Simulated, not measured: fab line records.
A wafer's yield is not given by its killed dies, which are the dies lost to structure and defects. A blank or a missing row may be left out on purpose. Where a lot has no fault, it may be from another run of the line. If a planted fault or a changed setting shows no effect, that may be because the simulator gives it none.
fab line records    flow sky130
record: lots: 7  wafers: 21  lastDay: 50
route steps=708 shown VIA2@519 METAL3@532 PAD_OPEN@708
lots with no fault: from the same line, run without faults
startH: hours from the record's first day to the start of the lot's first wafer shown    waitH: hours since the lot's step before    " as in the row above    L1.1+2: several wafers, shown together as one row    - no value, or no start was given    * or withheld: withheld    < > ~ a bound
route shown NAME@n: names a module that has steps shown in the file, with the first one's number in the route    usual: mean/standard deviation of fault-free wafers    same: alike in all rows    chamber/n: place in a boat    sites: the reading at each site    _std_site: standard deviation across them    _edge_site: the outer-site mean with the inner-site mean subtracted    radiusMm: for every site, how far away it sits from the centre of the wafer    mask NAME#n: copy n    behind: tool/chamber where the wafer was last shaped    hold: why the lot was held/for how many hours/how that ended    device: the n, p or np transistor that did not switch    end of line: at the end of the route, the tests of the same wafers    a step with no rows: only its recipe    killed: at the first sort, the dies lost to defects and structure; wafer yield is something else    map: dies across one wafer; x = killed, . = not, _ = none there
set.NAME: the setting that was run; set.NAME@STEP: the one run at that earlier step    model.NAME: the simulator's own value behind a step, which no gauge read
lots seen at some steps along the route; tables by step, rows by wafer
services: a tool's chamber out of use, with start hour (startH, from the record's first day; less than 0 if before it), hours out, and reason
== steps ==
step: SKY_VIA2_CD_MEAS_12
recipe: targetCdNm: 200
usual: cdNm: 200.1/1.4
lot.wafer  tool      chamber  startH   waitH  cdNm
L731.1     cdSem-01  -        866.12   -      199.2
L731.5     "         -        "        "      197.8
L731.6     "         -        "        "      200.3
L741.3     cdSem-02  -        945.15   -      200.1
L741.4     "         -        "        "      200.8
L741.6     "         -        "        "      200.6
L744.1     cdSem-02  -        964.91   -      201.5
L744.4     "         -        "        "      200.5
L744.5     "         -        "        "      199.8
L745.1     cdSem-02  -        975.11   -      198.6
L745.4     "         -        "        "      198.6
L745.6     "         -        "        "      198.4
L746.3     cdSem-01  -        979.90   -      197.6
L746.4     "         -        "        "      199.4
L746.5     "         -        "        "      199.3
L748.3     cdSem-01  -        985.15   -      200.8
L748.5     "         -        "        "      201.5
L748.6     "         -        "        "      200.3
L751.1     cdSem-02  -        1008.31  -      200.1
L751.3     "         -        "        "      201.4
L751.6     "         -        "        "      201.7
step: SKY_VIA2_OVL_MEAS_13
usual: VIA2_OVL: 6/5.7
lot.wafer  tool        chamber  startH   waitH  VIA2_OVL[nm]
L731.1     overlay-02  -        866.24   0.1    4
L731.5     "           -        "        "      9
L731.6     "           -        "        "      5
L741.3     overlay-01  -        945.25   0.1    11
L741.4     "           -        "        "      10
L741.6     "           -        "        "      11
L744.1     overlay-02  -        965.03   0.1    9
L744.4     "           -        "        "      5
L744.5     "           -        "        "      4
L745.1     overlay-01  -        975.23   0.1    8
L745.4     "           -        "        "      3
L745.6     "           -        "        "      3
L746.3     overlay-01  -        979.99   0.1    10
L746.4     "           -        "        "      9
L746.5     "           -        "        "      1
L748.3     overlay-01  -        985.24   0.1    10
L748.5     "           -        "        "      11
L748.6     "           -        "        "      12
L751.1     overlay-02  -        1008.43  0.1    7
L751.3     "           -        "        "      6
L751.6     "           -        "        "      0
step: SKY_VIA2_ETCH_14
recipe: chemistry: N2/H2  target: BARC  ionEnergyEv: 200  sourceW: 500  biasW: 100  pressureMtorr: 30  n2FlowSccm: 100  h2FlowSccm: 200  stopOn: SiO2  timeS: 45.9  targetDepthA: 600
usual: drypumpMotorCurrentA: 5.9/0.52  oesProductAu: 0.855/0.0045  throttleValvePct: 13.225/0.0087
lot.wafer  tool        chamber  startH   waitH  drypumpMotorCurrentA  oesProductAu  rfHoursCounterH  throttleValvePct
L731.1     rieDiel-03  1        866.27   0.0    4.9                   0.860         30               13.207
L731.5     "           1        "        "      4.9                   0.850         -                13.207
L731.6     "           3        "        "      6.5                   0.859         -                13.227
L741.3     rieDiel-03  3        945.27   0.0    6.4                   0.855         25               13.219
L741.4     "           2        "        "      6.1                   0.854         -                13.229
L741.6     "           3        "        "      6.4                   0.858         -                13.223
L744.1     rieDiel-02  0        965.07   0.0    5.2                   0.850         3                13.220
L744.4     "           1        "        "      5.8                   0.853         7                13.217
L744.5     "           0        "        "      5.2                   0.852         -                13.235
L745.1     rieDiel-01  1        975.27   0.0    5.5                   0.854         19               13.225
L745.4     "           0        "        "      5.6                   0.849         29               13.234
L745.6     "           3        "        "      5.5                   0.856         -                13.231
L746.3     rieDiel-03  0        980.02   0.0    6.7                   0.854         2                13.218
L746.4     "           1        "        "      4.9                   0.854         -                13.226
L746.5     "           0        "        "      6.7                   0.849         -                13.219
L748.3     rieDiel-02  2        985.27   0.0    6.2                   0.858         11               13.227
L748.5     "           0        "        "      5.2                   0.861         -                13.229
L748.6     "           3        "        "      6.0                   0.859         -                13.234
L751.1     rieDiel-02  1        1008.47  0.0    5.8                   0.857         8                13.233
L751.3     "           2        "        "      6.2                   0.861         11               13.216
L751.6     "           2        "        "      6.2                   0.862         -                13.220
step: SKY_VIA2_ETCH_15
recipe: target: SiO2  chemistry: C4F8/O2/Ar  targetDepthNm: 546  stopOn: TiN  maskMaterial: KrF-thick  sourceW: 1500  biasW: 1200  pressureMtorr: 40  c4f8FlowSccm: withheld  O2_flow_sccm: 6  Ar_flow_sccm: 300  timeS: 84
usual: oesProductAu: 0.939/0.0054
lot.wafer  tool        chamber  startH   waitH  oesProductAu  rfHoursCounterH
L731.1     rieDiel-03  1        866.31   0.0    0.941         30
L731.5     "           1        "        "      0.943         -
L731.6     "           3        "        "      0.926         -
L741.3     rieDiel-03  3        945.31   0.0    0.935         25
L741.4     "           2        "        "      0.941         -
L741.6     "           3        "        "      0.932         -
L744.1     rieDiel-02  0        965.11   0.0    0.933         3
L744.4     "           1        "        "      0.944         7
L744.5     "           0        "        "      0.941         -
L745.1     rieDiel-01  1        975.31   0.0    0.942         19
L745.4     "           0        "        "      0.944         29
L745.6     "           3        "        "      0.931         -
L746.3     rieDiel-03  0        980.06   0.0    0.930         2
L746.4     "           1        "        "      0.943         -
L746.5     "           0        "        "      0.944         -
L748.3     rieDiel-02  2        985.31   0.0    0.942         11
L748.5     "           0        "        "      0.935         -
L748.6     "           3        "        "      0.943         -
L751.1     rieDiel-02  1        1008.51  0.0    0.933         8
L751.3     "           2        "        "      0.946         12
L751.6     "           2        "        "      0.934         -
step: SKY_VIA2_STRIP_16
recipe: chemistry: O2/N2  powerW: 1400  pressureMtorr: 1500  platenTempC: withheld  o2FlowSccm: 3000  n2FlowSccm: 300  overashFraction: 0.5
usual: drypumpMotorCurrentA: 5.22/0.29  o2FlowSccm: 2999/9.8  oesProductAu: 0.399/0.0043  stripTimeToEndpointS: 4.050/0.026
lot.wafer  tool            chamber  startH   waitH  drypumpMotorCurrentA  o2FlowSccm  oesProductAu  rfHoursCounterH  stripTimeToEndpointS
L731.1     plasmaAsher-04  1        866.38   0.0    5.40                  3003        0.398         69               4.071
L731.5     "               0        "        "      5.12                  2986        0.405         -                4.058
L731.6     "               1        "        "      5.37                  3019        0.399         -                4.041
L741.3     plasmaAsher-03  0        945.41   0.1    6.07                  3009        0.408         -                4.035
L741.4     "               1        "        "      5.33                  2983        0.399         -                4.025
L741.6     "               0        "        "      6.07                  2993        0.397         -                4.013
L744.1     plasmaAsher-01  0        965.18   0.0    5.08                  3004        0.400         55               4.039
L744.4     "               0        "        "      5.07                  2997        0.395         -                4.048
L744.5     "               0        "        "      5.07                  2998        0.397         -                4.074
L745.1     plasmaAsher-01  1        975.38   0.0    5.02                  2997        0.404         56               4.057
L745.4     "               1        "        "      5.01                  3004        0.404         -                4.040
L745.6     "               0        "        "      5.05                  2989        0.398         -                4.017
L746.3     plasmaAsher-01  0        980.15   0.1    5.08                  2993        0.392         -                4.050
L746.4     "               1        "        "      5.01                  2987        0.398         -                4.066
L746.5     "               0        "        "      5.10                  2989        0.394         -                4.020
L748.3     plasmaAsher-01  0        985.40   0.1    5.07                  2994        0.396         -                4.065
L748.5     "               1        "        "      5.03                  3011        0.397         -                4.127
L748.6     "               0        "        "      5.07                  3002        0.401         -                4.102
L751.1     plasmaAsher-01  1        1008.57  0.0    5.02                  3007        0.394         60               4.076
L751.3     "               0        "        "      5.05                  2990        0.392         -                4.039
L751.6     "               0        "        "      5.07                  2994        0.397         -                4.069
step: SKY_VIA2_STRIP_17
recipe: chemistry: postEtchResidueRemover  timeS: 1200  tempC: 72.5
step: SKY_VIA2_CLEAN_18
recipe: chemistry: IPA  timeS: 180  tempC: 25
step: SKY_VIA2_CLEAN_19
recipe: chemistry: O3/DIW  dry: n2Spin
step: SKY_VIA2_SPUTTER_20
recipe: material: TiN  targetThkNm: 20  chamberPressurePa: 5  powerW: 4000  timeS: 80
usual: throttleValvePct: 30.1/0.97
lot.wafer  tool           chamber  startH   waitH  throttleValvePct
L731.1     pvdSputter-01  -        867.07   0.0    31.6
L731.5     "              -        "        "      29.9
L731.6     "              -        "        "      31.3
L741.3     pvdSputter-04  -        946.07   0.0    30.6
L741.4     "              -        "        "      29.7
L741.6     "              -        "        "      28.5
L744.1     pvdSputter-02  -        966.17   0.0    28.6
L744.4     "              -        "        "      30.1
L744.5     "              -        "        "      28.4
L745.1     pvdSputter-04  -        976.02   0.0    29.8
L745.4     "              -        "        "      30.6
L745.6     "              -        "        "      28.4
L746.3     pvdSputter-01  -        980.76   0.0    31.6
L746.4     "              -        "        "      31.2
L746.5     "              -        "        "      29.9
L748.3     pvdSputter-04  -        986.01   0.0    30.7
L748.5     "              -        "        "      28.8
L748.6     "              -        "        "      31.3
L751.1     pvdSputter-01  -        1009.60  0.0    31.2
L751.3     "              -        "        "      30.4
L751.6     "              -        "        "      30.4
step: SKY_VIA2_CVD_21
recipe: material: W  targetThkNm: 420  timeS: 126.4  tempC: 400  pressureTorr: 40
step: SKY_VIA2_RS_MEAS_22
recipe: thkMeasGauge: four-point-probe  reads: W_of_VIA2_CVD_21+TiN_of_VIA2_SPUTTER_20
usual: VIA2_W_RS: 0.2736/0.0023
lot.wafer  tool          chamber  startH   waitH  VIA2_W_RS[ohm/sq]
L731.1     filmMetro-01  -        867.26   0.1    0.2722
L731.5     "             -        "        "      0.2737
L731.6     "             -        "        "      0.2759
L741.3     filmMetro-04  -        946.30   0.1    0.2710
L741.4     "             -        "        "      0.2711
L741.6     "             -        "        "      0.2730
L744.1     filmMetro-03  -        966.42   0.1    0.2759
L744.4     "             -        "        "      0.2717
L744.5     "             -        "        "      0.2746
L745.1     filmMetro-01  -        976.21   0.1    0.2752
L745.4     "             -        "        "      0.2770
L745.6     "             -        "        "      0.2760
L746.3     filmMetro-01  -        980.99   0.1    0.2713
L746.4     "             -        "        "      0.2744
L746.5     "             -        "        "      0.2721
L748.3     filmMetro-01  -        986.24   0.1    0.2753
L748.5     "             -        "        "      0.2816
L748.6     "             -        "        "      0.2773
L751.1     filmMetro-03  -        1009.79  0.1    0.2717
L751.3     "             -        "        "      0.2718
L751.6     "             -        "        "      0.2731
step: SKY_VIA2_THK_MEAS_23
recipe: thkMeasGauge: xrf  reads: W_of_VIA2_CVD_21
usual: VIA2_W_THK: 430/6.5
lot.wafer  tool          chamber  startH   waitH  VIA2_W_THK[nm]
L731.1     filmMetro-01  -        867.38   0.1    434
L731.5     "             -        "        "      427
L731.6     "             -        "        "      424
L741.3     filmMetro-04  -        946.40   0.1    435
L741.4     "             -        "        "      435
L741.6     "             -        "        "      431
L744.1     filmMetro-03  -        966.54   0.1    414
L744.4     "             -        "        "      423
L744.5     "             -        "        "      414
L745.1     filmMetro-01  -        976.33   0.1    431
L745.4     "             -        "        "      427
L745.6     "             -        "        "      429
L746.3     filmMetro-01  -        981.09   0.1    437
L746.4     "             -        "        "      431
L746.5     "             -        "        "      438
L748.3     filmMetro-01  -        986.34   0.1    437
L748.5     "             -        "        "      425
L748.6     "             -        "        "      430
L751.1     filmMetro-03  -        1009.91  0.1    425
L751.3     "             -        "        "      429
L751.6     "             -        "        "      429
step: SKY_VIA2_CMP_24
recipe: stopOn: SiO2  tOverpolishS: 20  downForcePsi: 3.5  platenRpm: 60  targetThkNm: 0  padVelocityMS: 0.94248
usual: motorCurrentA: 10.3/0.62  overpolishRunS: 20.001/0.0081  slurryFlowMlMin: 150.1/0.5  timeToEndpointS: 101/3
lot.wafer  tool    chamber  startH   waitH  motorCurrentA  overpolishRunS  slurryFlowMlMin  timeToEndpointS
L731.1     cmp-01  0        867.60   0.2    10.7           19.997          150.2            104
L731.5     "       1        "        "      9.6            20.002          150.2            104
L731.6     "       2        "        "      9.7            20.003          149.8            99
L741.3     cmp-02  1        946.49   0.1    10.3           20.006          150.5            100
L741.4     "       2        "        "      10.6           20.001          149.5            102
L741.6     "       1        "        "      10.2           19.998          151.2            99
L744.4     cmp-01  1        966.65   0.1    9.5            0.050           150.2            159
L744.1     "       3        "        "      10.9           19.999          150.3            104
L744.5     "       0        "        "      11.2           19.984          149.1            100
L745.1     cmp-01  3        976.44   0.1    11.0           20.006          150.1            102
L745.4     "       1        "        "      9.7            0.030           150.5            157
L745.6     "       3        "        "      11.3           20.008          149.5            102
L746.4     cmp-01  0        981.13   0.0    11.1           20.009          150.0            97
L746.3     "       3        "        "      10.8           19.996          149.3            105
L746.5     "       1        "        "      9.2            0.042           150.1            159
L748.3     cmp-02  3        986.53   0.2    9.6            19.995          149.3            100
L748.5     "       0        "        "      9.6            19.991          149.3            98
L748.6     "       1        "        "      9.6            19.995          150.7            100
L751.1     cmp-02  3        1009.97  0.1    10.3           20.010          150.0            101
L751.3     "       1        "        "      10.0           19.994          150.3            104
L751.6     "       0        "        "      9.7            20.007          149.6            104
step: SKY_METAL3_SPUTTER_00
recipe: material: Ti  targetThkNm: 15  powerW: 3000  timeS: 10  chamberPressurePa: 0.4
usual: throttleValvePct: 30.0/0.91
lot.wafer  tool           chamber  startH   waitH  throttleValvePct
L731.1     pvdSputter-04  -        867.75   0.1    29.7
L731.5     "              -        "        "      28.7
L731.6     "              -        "        "      29.9
L741.3     pvdSputter-03  -        946.74   0.2    29.8
L741.4     "              -        "        "      28.5
L741.6     "              -        "        "      30.4
L744.1     pvdSputter-04  -        966.90   0.1    30.6
L744.5     "              -        "        "      31.3
L745.1     pvdSputter-01  -        976.69   0.2    31.8
L745.6     "              -        "        "      30.4
L746.3     pvdSputter-01  -        981.43   0.1    30.1
L746.4     "              -        "        "      31.2
L748.3     pvdSputter-04  -        986.68   0.1    30.5
L748.5     "              -        "        "      28.8
L748.6     "              -        "        "      29.6
L751.1     pvdSputter-04  -        1010.27  0.2    31.1
L751.3     "              -        "        "      30.4
L751.6     "              -        "        "      28.5
step: SKY_PAD_OPEN_PROBE_99
usual: defectLimitedYield: 82.4/2.1  killed_at_M0_to_M3: 44/7.3  killed_at_M4_up: 3.0/1.9  killedAtContacts: 24/5  killedAtFrontEnd: 16/4.5  killedAtOther: 0.3/0.46  killedDies: 87/10  killedOnRim: 17/3.5  killedOpen: 47/8.3  killedShort: 39/6.4  sort_bin_3_pad_short: 0.8/0.43  sort_bin_5_function: 10.5/1.6  sort_bin_6_memory: 6.3/1.1  sortNPass: 405/10  sortYieldPct: 82.4/2.1
same: grossDies: 492  killedAtBackSide: 0  sort_bin_4_leakage[%]: 0  sort_bin_8_speed[%]: 0
lot.wafer  tool       chamber  startH   waitH  defectLimitedYield[%]  killed_at_M0_to_M3  killed_at_M4_up  killedAtContacts  killedAtFrontEnd  killedAtOther  killedDies  killedOnRim  killedOpen  killedShort  sort_bin_3_pad_short[%]  sort_bin_5_function[%]  sort_bin_6_memory[%]  sortNPass  sortYieldPct[%]
L731.1     prober-02  -        1090.13  0.1    84.6                   38                  4                25                9                 0              76          12           37          39           0.4                      9.3                     5.7                   416        84.6
L731.5     prober-02  -        1090.33  0.2    82.9                   44                  0                27                13                0              84          19           48          36           0.6                      11.6                    4.9                   408        82.9
L731.6     prober-02  -        1090.38  0.2    81.1                   46                  0                30                17                0              93          21           53          40           0.8                      11.0                    7.1                   399        81.1
L741.3     prober-01  -        1151.04  0.2    84.6                   47                  2                18                9                 0              76          12           40          36           1.0                      9.6                     4.9                   416        84.6
L741.4     prober-01  -        1151.09  0.2    80.9                   44                  1                25                24                0              94          14           52          42           0.4                      11.4                    7.3                   398        80.9
L741.6     prober-01  -        1151.19  0.2    84.8                   35                  2                23                15                0              75          14           46          29           0.8                      9.1                     5.3                   417        84.8
L744.1     prober-01  -        1166.23  0.1    81.5                   49                  4                23                14                1              91          17           42          49           1.0                      11.8                    5.7                   401        81.5
L744.4     prober-01  -        1166.38  0.2    0                      453                 0                19                20                0              492         96           40          46           83.5                     10.2                    6.3                   0          0
L744.5     prober-01  -        1166.43  0.2    82.1                   41                  3                32                12                0              88          21           48          40           0.8                      10.4                    6.7                   404        82.1
L745.1     prober-02  -        1173.00  0.1    83.7                   51                  6                15                8                 0              80          15           38          42           1.0                      10.0                    5.3                   412        83.7
L745.4     prober-02  -        1173.15  0.2    0                      449                 2                21                20                0              492         96           42          44           84.1                     11.4                    4.5                   0          0
L745.6     prober-02  -        1173.25  0.2    83.1                   42                  3                18                19                1              83          15           42          41           1.0                      9.6                     6.3                   409        83.1
L746.3     prober-01  -        1177.27  0.2    81.1                   49                  2                22                19                1              93          17           53          40           1.0                      11.8                    6.1                   399        81.1
L746.4     prober-01  -        1177.32  0.2    84.1                   43                  1                21                13                0              78          15           36          42           1.4                      8.9                     5.5                   414        84.1
L746.5     prober-01  -        1177.37  0.2    0                      453                 1                20                17                1              492         96           47          34           84.1                     8.5                     7.3                   0          0
L748.3     prober-01  -        1179.23  0.2    83.7                   33                  6                30                11                0              80          19           47          33           1.0                      9.6                     5.7                   412        83.7
L748.5     prober-01  -        1179.33  0.2    81.7                   46                  3                31                10                0              90          14           48          42           0.6                      11.4                    6.3                   402        81.7
L748.6     prober-01  -        1179.38  0.2    81.5                   43                  1                27                20                0              91          18           53          38           0.2                      12.0                    6.3                   401        81.5
L751.1     prober-02  -        1197.68  0.1    82.7                   49                  4                18                14                0              85          11           36          49           1.0                      8.5                     7.7                   407        82.7
L751.3     prober-02  -        1197.78  0.2    78.7                   49                  4                34                18                0              105         15           60          45           1.0                      13.0                    7.3                   387        78.7
L751.6     prober-02  -        1197.93  0.2    82.1                   40                  1                28                19                0              88          15           49          39           0.4                      11.2                    6.3                   404        82.1
killed by level:class
L731.1 CONTACT:geometricParticle:open=9 VIA1:geometricParticle:open=8 CONTACT:geometricParticle:short=6 METAL2:geometricParticle:short=6 VIA3:geometricParticle:open=6 LI_CONTACT:geometricParticle:open=5 VIA2:geometricParticle:open=5 POLY_GATE:geometricParticle:short=4
L731.5 CONTACT:geometricParticle:open=11 METAL1:geometricParticle:short=8 LI_CONTACT:geometricParticle:open=7 POLY_GATE:geometricParticle:open=6 VIA2:geometricParticle:open=6 VIA1:geometricParticle:open=6 METAL2:geometricParticle:short=6 LOCAL_INTERCONNECT:geometricParticle:short=5
L731.6 CONTACT:geometricParticle:open=17 METAL1:geometricParticle:short=9 VIA3:geometricParticle:open=8 VIA2:geometricParticle:open=7 FIELD_ISO:geometricParticle:short=6 LI_CONTACT:geometricParticle:open=6 VIA1:geometricParticle:short=6 VIA1:geometricParticle:open=5
L741.3 METAL1:geometricParticle:short=11 CONTACT:geometricParticle:open=10 VIA3:geometricParticle:open=7 VIA1:geometricParticle:open=7 VIA2:geometricParticle:open=6 VIA1:geometricParticle:short=5 POLY_GATE:geometricParticle:short=4 LI_CONTACT:geometricParticle:open=3
L741.4 VIA2:geometricParticle:open=11 LOCAL_INTERCONNECT:geometricParticle:short=10 FIELD_ISO:geometricParticle:short=7 POLY_GATE:geometricParticle:open=7 VIA1:geometricParticle:open=7 CONTACT:geometricParticle:open=7 VIA3:geometricParticle:open=7 METAL1:geometricParticle:short=4
L741.6 VIA1:geometricParticle:open=9 CONTACT:geometricParticle:open=7 VIA2:geometricParticle:open=7 CONTACT:geometricParticle:short=6 FIELD_ISO:geometricParticle:open=5 LI_CONTACT:geometricParticle:open=4 METAL1:geometricParticle:short=4 VIA3:geometricParticle:open=4
L744.1 METAL1:geometricParticle:short=12 VIA1:geometricParticle:open=8 LI_CONTACT:geometricParticle:open=6 VIA3:geometricParticle:open=6 POLY_GATE:geometricParticle:short=5 LOCAL_INTERCONNECT:geometricParticle:short=5 METAL2:geometricParticle:short=5 CONTACT:geometricParticle:open=4
L744.4 VIA2:areaCmp=406 VIA3:geometricParticle:open=9 LI_CONTACT:geometricParticle:open=8 VIA1:geometricParticle:open=7 METAL1:geometricParticle:short=7 POLY_GATE:geometricParticle:short=6 VIA1:geometricParticle:short=6 FIELD_ISO:geometricParticle:short=5
L744.5 CONTACT:geometricParticle:open=12 LOCAL_INTERCONNECT:geometricParticle:short=10 VIA1:geometricParticle:open=7 POLY_GATE:geometricParticle:open=6 VIA2:geometricParticle:open=6 METAL1:geometricParticle:short=5 VIA3:geometricParticle:open=5 LI_CONTACT:geometricParticle:open=5
L745.1 VIA2:geometricParticle:open=9 METAL1:geometricParticle:short=9 VIA1:geometricParticle:open=8 METAL2:geometricParticle:short=8 CONTACT:geometricParticle:open=6 VIA3:geometricParticle:open=6 VIA1:geometricParticle:short=6 METAL4:geometricParticle:short=5
L745.4 VIA2:areaCmp=406 CONTACT:geometricParticle:open=10 VIA1:geometricParticle:open=10 METAL2:geometricParticle:short=9 FIELD_ISO:geometricParticle:short=7 VIA1:geometricParticle:short=6 VIA2:geometricParticle:open=6 CONTACT:geometricParticle:short=5
L745.6 VIA1:geometricParticle:open=12 METAL1:geometricParticle:short=9 CONTACT:geometricParticle:open=9 FIELD_ISO:geometricParticle:open=6 POLY_GATE:geometricParticle:short=5 VIA1:geometricParticle:short=4 METAL2:geometricParticle:short=4 VIA3:geometricParticle:open=4
L746.3 CONTACT:geometricParticle:open=10 METAL1:geometricParticle:short=9 VIA1:geometricParticle:open=9 VIA2:geometricParticle:open=7 METAL3:geometricParticle:short=6 POLY_GATE:geometricParticle:open=5 LI_CONTACT:geometricParticle:open=5 LOCAL_INTERCONNECT:geometricParticle:short=5
L746.4 METAL2:geometricParticle:short=9 VIA1:geometricParticle:open=8 METAL1:geometricParticle:short=7 VIA2:geometricParticle:open=6 CONTACT:geometricParticle:open=6 LI_CONTACT:geometricParticle:open=5 CONTACT:geometricParticle:short=5 FIELD_ISO:geometricParticle:short=4
L746.5 VIA2:areaCmp=411 CONTACT:geometricParticle:open=9 METAL2:geometricParticle:short=7 VIA1:geometricParticle:open=7 VIA3:geometricParticle:open=6 LI_CONTACT:geometricParticle:open=5 METAL1:geometricParticle:short=5 VIA2:geometricParticle:open=5
L748.3 CONTACT:geometricParticle:open=16 VIA2:geometricParticle:open=9 VIA1:geometricParticle:open=8 VIA3:geometricParticle:open=6 LOCAL_INTERCONNECT:geometricParticle:short=5 FIELD_ISO:geometricParticle:short=4 METAL4:geometricParticle:short=4 POLY_GATE:geometricParticle:short=4
L748.5 VIA1:geometricParticle:open=17 CONTACT:geometricParticle:open=11 METAL2:geometricParticle:short=8 LOCAL_INTERCONNECT:geometricParticle:short=7 LI_CONTACT:geometricParticle:open=5 VIA3:geometricParticle:open=5 LI_CONTACT:geometricParticle:short=4 CONTACT:geometricParticle:short=4
L748.6 CONTACT:geometricParticle:open=13 VIA1:geometricParticle:open=13 VIA1:geometricParticle:short=8 LI_CONTACT:geometricParticle:open=7 POLY_GATE:geometricParticle:open=6 FIELD_ISO:geometricParticle:short=5 METAL2:geometricParticle:short=4 LOCAL_INTERCONNECT:geometricParticle:short=4
L751.1 METAL1:geometricParticle:short=10 METAL2:geometricParticle:short=8 VIA1:geometricParticle:open=6 VIA2:geometricParticle:open=6 CONTACT:geometricParticle:open=5 VIA1:geometricParticle:short=5 FIELD_ISO:geometricParticle:open=4 FIELD_ISO:geometricParticle:short=4
L751.3 CONTACT:geometricParticle:open=14 VIA1:geometricParticle:open=12 VIA3:geometricParticle:open=12 LI_CONTACT:geometricParticle:open=6 METAL2:geometricParticle:short=6 FIELD_ISO:geometricParticle:open=5 METAL1:geometricParticle:short=5 LOCAL_INTERCONNECT:geometricParticle:short=5
L751.6 CONTACT:geometricParticle:open=13 LI_CONTACT:geometricParticle:open=7 FIELD_ISO:geometricParticle:open=6 VIA1:geometricParticle:open=6 VIA1:geometricParticle:short=5 METAL1:geometricParticle:short=5 VIA2:geometricParticle:open=5 METAL3:geometricParticle:short=4
map L744.4 (x killed, . not)
__________xxxxxxxxxx_________
________xxxxxxxxxxxxxx_______
______xxxxxxxxxxxxxxxxxx_____
_____xxxxxxxxxxxxxxxxxxxx____
____xxxxxxxxxxxxxxxxxxxxxx___
___xxxxxxxxxxxxxxxxxxxxxxxx__
__xxxxxxxxxxxxxxxxxxxxxxxxxx_
_xxxxxxxxxxxxxxxxxxxxxxxxxxxx
_xxxxxxxxxxxxxxxxxxxxxxxxxxxx
_xxxxxxxxxxxxxxxxxxxxxxxxxxxx
_xxxxxxxxxxxxxxxxxxxxxxxxxxxx
_xxxxxxxxxxxxxxxxxxxxxxxxxxxx
_xxxxxxxxxxxxxxxxxxxxxxxxxxxx
_xxxxxxxxxxxxxxxxxxxxxxxxxxxx
_xxxxxxxxxxxxxxxxxxxxxxxxxxxx
__xxxxxxxxxxxxxxxxxxxxxxxxxx_
___xxxxxxxxxxxxxxxxxxxxxxxx__
____xxxxxxxxxxxxxxxxxxxxxx___
_____xxxxxxxxxxxxxxxxxxxx____
______xxxxxxxxxxxxxxxxxx_____
________xxxxxxxxxxxxxx_______
__________xxxxxxxxxx_________
map L745.4 (x killed, . not)
__________xxxxxxxxxx_________
________xxxxxxxxxxxxxx_______
______xxxxxxxxxxxxxxxxxx_____
_____xxxxxxxxxxxxxxxxxxxx____
____xxxxxxxxxxxxxxxxxxxxxx___
___xxxxxxxxxxxxxxxxxxxxxxxx__
__xxxxxxxxxxxxxxxxxxxxxxxxxx_
_xxxxxxxxxxxxxxxxxxxxxxxxxxxx
_xxxxxxxxxxxxxxxxxxxxxxxxxxxx
_xxxxxxxxxxxxxxxxxxxxxxxxxxxx
_xxxxxxxxxxxxxxxxxxxxxxxxxxxx
_xxxxxxxxxxxxxxxxxxxxxxxxxxxx
_xxxxxxxxxxxxxxxxxxxxxxxxxxxx
_xxxxxxxxxxxxxxxxxxxxxxxxxxxx
_xxxxxxxxxxxxxxxxxxxxxxxxxxxx
__xxxxxxxxxxxxxxxxxxxxxxxxxx_
___xxxxxxxxxxxxxxxxxxxxxxxx__
____xxxxxxxxxxxxxxxxxxxxxx___
_____xxxxxxxxxxxxxxxxxxxx____
______xxxxxxxxxxxxxxxxxx_____
________xxxxxxxxxxxxxx_______
__________xxxxxxxxxx_________
== services ==
tool            chamber  startH   hours  kind
pvdSputter-04   -        843.62   0.5    repair
rieDiel-01      0        858.94   8.8    repair
rieDiel-01      3        868.98   5.0    repair
cmp-02          -        870.01   1.8    repair
plasmaAsher-03  -        871.62   6.3    repair
plasmaAsher-03  -        877.91   10.0   pm
pvdSputter-02   -        880.16   4.3    repair
plasmaAsher-03  -        889.36   1.4    repair
pvdSputter-02   -        892.28   0.5    repair
rieDiel-01      -        893.20   0.5    repair
pvdSputter-04   -        905.67   3.5    repair
rieDiel-03      1        908.97   5.3    repair
plasmaAsher-04  -        912.85   2.1    repair
cmp-01          -        915.50   4.0    pm
plasmaAsher-01  -        916.76   1.6    repair
pvdSputter-04   -        923.89   1.2    repair
cmp-01          -        930.78   3.3    repair
cmp-02          -        947.66   2.0    repair
rieDiel-02      -        974.44   0.8    repair
rieDiel-03      2        979.07   6.8    repair
pvdSputter-04   -        980.78   1.0    repair
cmp-01          -        982.39   12.0   repair
cmp-01          -        998.73   6.5    pm
rieDiel-03      -        1008.41  0.1    repair
== key ==
firstSign: step: SKY_VIA2_CMP_24  reading: overpolishRunS  direction: down  sigmas: 99+  usual: 20.001  struck: 0.041
effect: step: SKY_VIA2_CMP_24  reading: timeToEndpointS  direction: up  sigmas: 19  usual: *  struck: *
effect: step: SKY_PAD_OPEN_PROBE_99  reading: sort_bin_3_pad_short  direction: up  sigmas: 99+  usual: 0.8  struck: 83.9
moreKillsBornAt: SKY_VIA2_CMP_24@cmp-01: 1223
metAt SKY_VIA2_CMP_24
struckWafers L744.4,L745.4,L746.5
laterRowsLeftOut L744.4,L745.4,L746.5
onsetBetween 867.60 966.65
fault: kind: processParameterDrift  tool: cmp-01  chamber: 1  onsetH: 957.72  steps: SKY_VIA2_CMP_24  channel: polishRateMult  offset: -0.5  shape: step  endH: 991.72
laterRowsLeftOut: the simulator's readings of these wafers behind a module that went badly wrong aren't trusted and aren't shown, but for the sort
